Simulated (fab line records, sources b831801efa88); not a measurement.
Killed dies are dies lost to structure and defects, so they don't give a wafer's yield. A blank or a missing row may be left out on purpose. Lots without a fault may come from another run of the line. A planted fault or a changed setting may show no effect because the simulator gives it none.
fab line records | flow gf180mcu
record lots=13 wafers=36 last_day=34
route steps=602 shown STI@26 DNWELL@39 DUAL_GATE@154 HV_LDD@186
lots that met no fault: from a run of the same line without faults
start_h: hours from the record's first day to the start of the lot's first wafer shown | wait_h: hours since the lot's step before | " the same as in the row above | L1.1+2: a row that stands for several wafers | - no value, or no start given | * or withheld: withheld | < > ~ a bound
route shown NAME@n: a module of which the file shows steps, and the number in the route of the first | usual: mean/standard deviation of fault-free wafers | same: alike in all rows | chamber/n: place in a boat | sites: the reading at each site | _std_site: their standard deviation | _edge_site: outer sites' mean less inner sites' | radius_mm: how far each site lies from the wafer's centre | mask NAME#n: copy n | behind: the tool/chamber that last shaped the wafer | hold: why the lot was held/for how many hours/how that ended | device: the transistor (n, p or np) that didn't switch | end of line: the same wafers' tests at the end of the route | a step without rows: its recipe alone | killed: dies lost to structure and defects at the first sort, not the wafer's yield | map: a wafer's dies, x killed, . not, _ none there
set.NAME: the setting as run; set.NAME@STEP: as run at that earlier step | model.NAME: the simulator's own value behind a step, which no gauge read
steps of the route over a sample of lots; a table a step, a row a wafer
services: from which hour (start_h, from the record's first day; less than 0 if before it) a tool's chamber was out of use, for how many hours, and why
## steps
# step GF_STI_CMP_25
# recipe stop_on=Si3N4 t_overpolish_s=33 down_force_psi=4 platen_rpm=60 target_thk_nm=524.6 pad_velocity_m_s=0.94248
# usual edge_zone_pressure_frac=1.001/0.0052 motor_current_A=12.0/1.4 overpolish_run_s=32.999/0.0095 time_to_endpoint_s=122/6.6
# same t_overpolish_s=33
# columns lot.wafer tool chamber start_h wait_h edge_zone_pressure_frac motor_current_A overpolish_run_s time_to_endpoint_s
L196.2 cmp-02 2 28.04 0.1 0.997 11.2 32.987 119
L196.3 " 0 " " 1.003 12.3 32.993 118
L196.5 " 1 " " 1.009 10.3 33.003 122
L197.3 cmp-01 2 32.74 0.0 0.998 10.8 32.999 126
L197.2 " 0 " " 1.001 11.1 32.993 127
L197.5 " 3 " " 1.006 11.8 33.015 124
L198.3 cmp-02 3 39.39 0.0 1.003 13.3 32.999 122
L198.4 " 1 " " 0.997 10.5 33.004 122
L198.5 " 0 " " 1.005 12.8 33.021 122
L200.4 cmp-01 0 48.66 0.0 1.000 10.5 33.010 129
L200.2 " 2 " " 0.999 10.9 33.003 127
L202.1 cmp-01 2 59.89 0.1 1.002 10.4 33.000 123
L202.2 " 0 " " 1.010 10.9 33.012 124
L208.1 cmp-01 2 89.30 0.1 1.009 10.1 33.011 127
L208.5 " 3 " " 1.010 11.8 32.987 127
L209.3 cmp-02 0 96.41 0.2 1.003 12.0 32.981 115
L209.1 " 1 " " 0.996 10.2 32.995 119
L209.5 " 0 " " 0.999 12.4 32.996 115
L210.3 cmp-02 3 101.46 0.1 1.006 13.2 33.004 117
L210.1 " 0 " " 1.005 13.1 32.995 113
L210.5 " 1 " " 1.006 10.3 32.985 113
L212.3 cmp-02 3 109.39 0.1 0.995 13.8 32.989 115
L212.1 " 0 " " 0.999 12.7 32.984 111
L212.6 " 1 " " 1.000 10.3 33.005 116
L213.4 cmp-02 3 114.69 0.0 0.998 14.0 32.987 113
L213.1 " 0 " " 1.000 12.0 32.990 112
L213.6 " 0 " " 0.996 12.7 33.016 112
L214.4 cmp-01 1 119.28 0.1 0.996 14.2 33.011 124
L214.2 " 2 " " 1.002 10.3 33.002 124
L214.3 " 0 " " 0.999 11.3 33.016 127
L215.2 cmp-02 1 126.34 0.0 1.001 10.6 33.016 119
L215.3 " 2 " " 0.996 12.0 32.997 119
L215.4 " 3 " " 1.004 13.5 32.996 114
L219.1 cmp-01 3 145.59 0.1 1.004 11.1 32.996 130
L219.6 " 1 " " 0.993 14.3 32.990 133
L219.5 " 2 " " 1.001 10.3 32.986 135
# step GF_DNWELL_IMPLANT_07
# recipe species=P energy_kev=1500 dose_cm2=1e+13 tilt_deg=0
# usual beam_energy_keV=1500.0/0.47 beam_on_s=10.02/0.2 faraday_current_uA=56.3/1.1
# columns lot.wafer tool chamber start_h wait_h beam_energy_keV beam_on_s faraday_current_uA
L196.2 implanter-04 0 42.87 - 1499.7 9.96 56.6
L196.3 " 0 " " 1500.5 9.93 56.7
L196.5 " 0 " " 1500.5 9.97 56.2
L197.2 implanter-01 0 47.58 - 1500.1 10.25 55.0
L197.3 " 0 " " 1499.8 10.11 55.8
L197.5 " 0 " " 1499.0 9.88 56.9
L198.3 implanter-04 0 56.94 - 1499.4 9.84 57.2
L198.4 " 0 " " 1500.8 9.83 57.5
L198.5 " 0 " " 1499.5 10.24 55.2
L200.2 implanter-01 0 64.52 - 1500.1 9.78 57.5
L200.4 " 0 " " 1500.3 14.38 39.2
L202.1 implanter-01 0 77.31 - 1499.5 13.85 40.9
L202.2 " 0 " " 1499.8 9.86 57.2
L208.1 implanter-01 0 105.45 - 1500.2 14.46 39.2
L208.5 " 0 " " 1499.8 9.87 57.1
L209.1 implanter-04 0 112.75 - 1499.6 10.32 54.7
L209.3 " 0 " " 1499.3 10.01 56.5
L209.5 " 0 " " 1498.8 10.04 56.3
L210.1 implanter-02 0 117.50 - 1500.5 9.92 57.0
L210.3 " 0 " " 1500.0 9.97 56.3
L210.5 " 0 " " 1500.2 10.23 55.3
L212.1 implanter-02 0 126.35 - 1500.3 9.84 57.4
L212.3 " 0 " " 1499.7 9.77 57.7
L212.6 " 0 " " 1500.2 9.87 57.1
L213.1 implanter-02 0 131.99 - 1499.8 9.87 57.1
L213.4 " 0 " " 1499.9 10.09 55.8
L213.6 " 0 " " 1500.6 9.94 56.4
L214.2 implanter-02 0 136.41 - 1499.6 9.76 58.0
L214.3 " 0 " " 1500.0 10.25 55.1
L214.4 " 0 " " 1500.0 9.95 56.6
L215.2 implanter-04 0 143.61 - 1500.2 9.87 57.3
L215.3 " 0 " " 1500.8 10.06 56.1
L215.4 " 0 " " 1500.4 10.07 56.2
L219.1 implanter-04 0 165.15 - 1499.7 9.82 57.5
L219.5 " 0 " " 1499.6 10.12 55.8
L219.6 " 0 " " 1499.8 9.94 56.6
# step GF_DNWELL_TW_MEAS_09
# usual DNWELL_TW=1356/8.6
# columns lot.wafer tool chamber start_h wait_h DNWELL_TW
L196.2 film_metro-01 - 43.10 0.1 1358
L196.3 " - " " 1364
L196.5 " - " " 1364
L197.2 film_metro-04 - 47.82 0.1 1357
L197.3 " - " " 1353
L197.5 " - " " 1355
L198.3 film_metro-04 - 57.16 0.1 1350
L198.4 " - " " 1353
L198.5 " - " " 1357
L200.2 film_metro-01 - 64.75 0.1 1362
L200.4 " - " " 1515
L202.1 film_metro-03 - 77.56 0.1 1514
L202.2 " - " " 1347
L208.1 film_metro-03 - 105.70 0.1 1528
L208.5 " - " " 1371
L209.1 film_metro-01 - 113.00 0.1 1367
L209.3 " - " " 1358
L209.5 " - " " 1365
L210.1 film_metro-04 - 117.75 0.1 1361
L210.3 " - " " 1361
L210.5 " - " " 1351
L212.1 film_metro-01 - 126.60 0.1 1376
L212.3 " - " " 1373
L212.6 " - " " 1365
L213.1 film_metro-03 - 132.24 0.1 1355
L213.4 " - " " 1354
L213.6 " - " " 1345
L214.2 film_metro-03 - 136.67 0.1 1350
L214.3 " - " " 1343
L214.4 " - " " 1332
L215.2 film_metro-04 - 143.85 0.1 1365
L215.3 " - " " 1361
L215.4 " - " " 1363
L219.1 film_metro-03 - 165.40 0.1 1348
L219.5 " - " " 1350
L219.6 " - " " 1351
# step GF_DUAL_GATE_STRIP_13
# recipe chemistry=O2/N2 power_w=1400 pressure_mtorr=1500 platen_temp_c=250 o2_flow_sccm=3000 n2_flow_sccm=300 overash_fraction=0.5
# usual drypump_motor_current_A=5.6/0.52 heater_power_w=349/23 oes_product_au=0.716/0.0043 strip_time_to_endpoint_s=12.66/0.034
# columns lot.wafer tool chamber start_h wait_h drypump_motor_current_A heater_power_w oes_product_au rf_hours_counter_h strip_time_to_endpoint_s
L196.2 plasma_asher-03 1 176.77 0.0 5.8 369 0.713 52 12.69
L196.3 " 1 " " 5.8 364 0.711 - 12.66
L196.5 " 0 " " 5.4 369 0.719 - 12.67
L197.2 plasma_asher-04 0 182.62 0.0 6.3 329 0.716 6 12.65
L197.3 " 0 " " 6.3 334 0.724 - 12.62
L197.5 " 0 " " 6.3 332 0.720 - 12.67
L198.3 plasma_asher-04 1 195.85 0.0 5.0 371 0.717 - 12.67
L198.4 " 0 " " 6.3 330 0.715 - 12.62
L198.5 " 1 " " 5.0 362 0.709 - 12.70
L200.2 plasma_asher-03 0 205.52 0.0 5.4 354 0.723 55 12.72
L200.4 " 0 " " 5.4 367 0.711 - 12.72
L202.1 plasma_asher-03 1 218.81 0.0 5.9 360 0.714 57 12.60
L202.2 " 0 " " 5.4 360 0.721 57 12.58
L208.1 plasma_asher-03 0 260.67 0.0 5.4 362 0.711 62 12.65
L208.5 " 1 " " 5.8 360 0.709 - 12.62
L209.1 plasma_asher-04 1 266.22 0.0 4.9 374 0.720 12 12.63
L209.3 " 0 " " 6.3 336 0.714 - 12.62
L209.5 " 1 " " 4.9 376 0.717 - 12.61
L210.1 plasma_asher-04 1 271.67 0.0 5.0 379 0.721 13 12.64
L210.3 " 1 " " 5.0 374 0.719 - 12.61
L210.5 " 1 " " 5.0 367 0.714 - 12.63
L212.1 plasma_asher-03 0 282.28 0.0 5.3 373 0.720 65 12.69
L212.3 " 1 " " 5.9 361 0.717 - 12.67
L212.6 " 1 " " 5.9 361 0.716 - 12.67
L213.1 plasma_asher-03 0 291.25 0.0 5.4 369 0.713 66 12.65
L213.4 " 0 " " 5.4 361 0.711 - 12.65
L213.6 " 1 " " 5.9 363 0.717 - 12.68
L214.2 plasma_asher-02 1 298.52 0.0 4.9 304 0.708 63 12.65
L214.3 " 0 " " 6.3 327 0.713 - 12.64
L214.4 " 1 " " 4.9 306 0.717 - 12.65
L215.2 plasma_asher-02 1 308.08 0.0 4.9 309 0.721 65 12.70
L215.3 " 1 " " 4.9 305 0.712 - 12.61
L215.4 " 0 " " 6.3 319 0.704 - 12.66
L219.1 plasma_asher-04 1 334.77 0.0 5.0 366 0.716 20 12.65
L219.5 " 1 " " 5.0 375 0.715 - 12.67
L219.6 " 0 " " 6.3 339 0.707 - 12.62
# step GF_HV_LDD_STRIP_10
# recipe chemistry=O2/N2 power_w=1400 pressure_mtorr=1500 platen_temp_c=250 o2_flow_sccm=3000 n2_flow_sccm=300 overash_fraction=0.5
# usual drypump_motor_current_A=5.6/0.57 heater_power_w=340/32 oes_product_au=0.717/0.0047 strip_time_to_endpoint_s=12.65/0.039
# columns lot.wafer tool chamber start_h wait_h drypump_motor_current_A heater_power_w oes_product_au rf_hours_counter_h strip_time_to_endpoint_s
L196.2 plasma_asher-01 0 215.49 0.1 5.3 319 0.709 45 12.58
L196.3 " 0 " " 5.3 323 0.722 - 12.56
L196.5 " 0 " " 5.2 316 0.724 - 12.57
L197.2 plasma_asher-02 1 221.36 0.1 5.0 301 0.722 58 12.61
L197.3 " 0 " " 6.3 315 0.716 - 12.62
L197.5 " 1 " " 5.0 299 0.719 - 12.59
L198.3 plasma_asher-02 1 237.39 0.1 4.9 302 0.712 - 12.61
L198.4 " 0 " " 6.3 313 0.719 - 12.65
L198.5 " 0 " " 6.3 324 0.709 - 12.59
L200.2 plasma_asher-01 0 246.51 0.1 5.3 322 0.708 49 12.70
L200.4 " 0 " " 5.3 312 0.717 - 12.69
L202.1 plasma_asher-02 0 263.96 0.1 6.3 326 0.720 62 12.64
L202.2 " 1 " " 4.9 306 0.722 62 12.64
L208.1 plasma_asher-02 0 306.56 0.1 6.3 319 0.716 64 12.64
L208.5 " 0 " " 6.3 326 0.705 - 12.61
L209.1 plasma_asher-04 0 312.14 0.1 6.3 330 0.721 18 12.65
L209.3 " 1 " " 4.9 371 0.711 - 12.65
L209.5 " 0 " " 6.3 329 0.709 - 12.69
L210.1 plasma_asher-01 1 318.26 0.1 5.6 396 0.713 58 12.70
L210.3 " 0 " " 5.3 321 0.701 - 12.64
L210.5 " 0 " " 5.3 326 0.713 - 12.69
L212.1 plasma_asher-04 0 327.56 0.1 6.3 331 0.717 19 12.70
L212.3 " 1 " " 5.0 387 0.713 - 12.72
L212.6 " 0 " " 6.3 338 0.718 - 12.69
L213.1 plasma_asher-02 1 339.16 0.1 4.9 302 0.723 68 12.68
L213.4 " 0 " " 6.3 333 0.713 - 12.68
L213.6 " 0 " " 6.3 321 0.722 - 12.67
L214.2 plasma_asher-02 0 345.11 0.1 6.3 321 0.725 68 12.63
L214.3 " 0 " " 6.3 321 0.722 - 12.63
L214.4 " 1 " " 4.9 302 0.721 - 12.65
L215.2 plasma_asher-01 1 356.51 0.1 5.7 398 0.719 62 12.60
L215.3 " 0 " " 5.3 319 0.716 - 12.65
L215.4 " 1 " " 5.7 393 0.716 - 12.64
L219.1 plasma_asher-04 0 382.60 0.1 6.3 326 0.714 25 12.72
L219.5 " 0 " " 6.3 333 0.725 - 12.67
L219.6 " 1 " " 5.0 373 0.721 - 12.63
## services
# columns tool chamber start_h hours kind
plasma_asher-02 - 12.99 2.8 pm
cmp-02 - 34.13 4.0 repair
plasma_asher-02 - 48.47 1.9 repair
cmp-02 - 64.00 4.0 pm
plasma_asher-03 - 68.69 4.2 repair
plasma_asher-04 - 74.49 15.6 pm
cmp-01 - 77.58 11.4 pm
cmp-01 - 90.80 2.5 repair
cmp-01 - 96.24 0.7 repair
cmp-01 - 100.38 1.4 repair
cmp-01 - 104.19 6.0 pm
plasma_asher-04 - 108.75 9.0 pm
cmp-01 - 120.64 6.5 pm
implanter-04 - 130.28 5.8 pm
cmp-02 - 153.62 6.1 pm
cmp-02 - 173.84 0.4 repair
cmp-02 - 182.47 6.5 pm
cmp-02 - 190.12 0.2 repair
cmp-02 - 211.95 0.3 repair
plasma_asher-04 - 215.61 28.2 repair
cmp-02 - 221.47 4.2 repair
plasma_asher-02 - 247.27 14.6 pm
plasma_asher-02 - 267.05 19.1 repair
plasma_asher-02 - 268.50 4.4 repair
## key
first_sign step=GF_DNWELL_IMPLANT_07 reading=beam_on_s direction=up sigmas=22 usual=10.02 struck=14.23
effect step=GF_DNWELL_IMPLANT_07 reading=faraday_current_uA direction=down sigmas=15 usual=56.3 struck=39.8
effect step=GF_DNWELL_TW_MEAS_09 reading=DNWELL_TW direction=up sigmas=19 usual=1356 struck=1519
met_at GF_DNWELL_IMPLANT_07
struck_lots L200,L202,L208
struck_wafers L200.4,L202.1,L208.1
tester_left_out L200,L202,L208
not_acting_at GF_STI_CMP_25,GF_DUAL_GATE_STRIP_13,GF_HV_LDD_STRIP_10
onset_between 47.58 64.52
fault kind=process_parameter_drift tool=implanter-01 chamber=- onset_h=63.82 steps=GF_DNWELL_IMPLANT_07 channel=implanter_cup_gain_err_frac offset=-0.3 shape=step end_h=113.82 scope=struck_wafers_only
# tester_left_out: of these lots the tester's yield and bins aren't shown, on N5 and GAA mostly nor the transistor test; their killed dies are dies lost to structure and defects alone, not to doping, threshold or leakage, so they don't give the yield
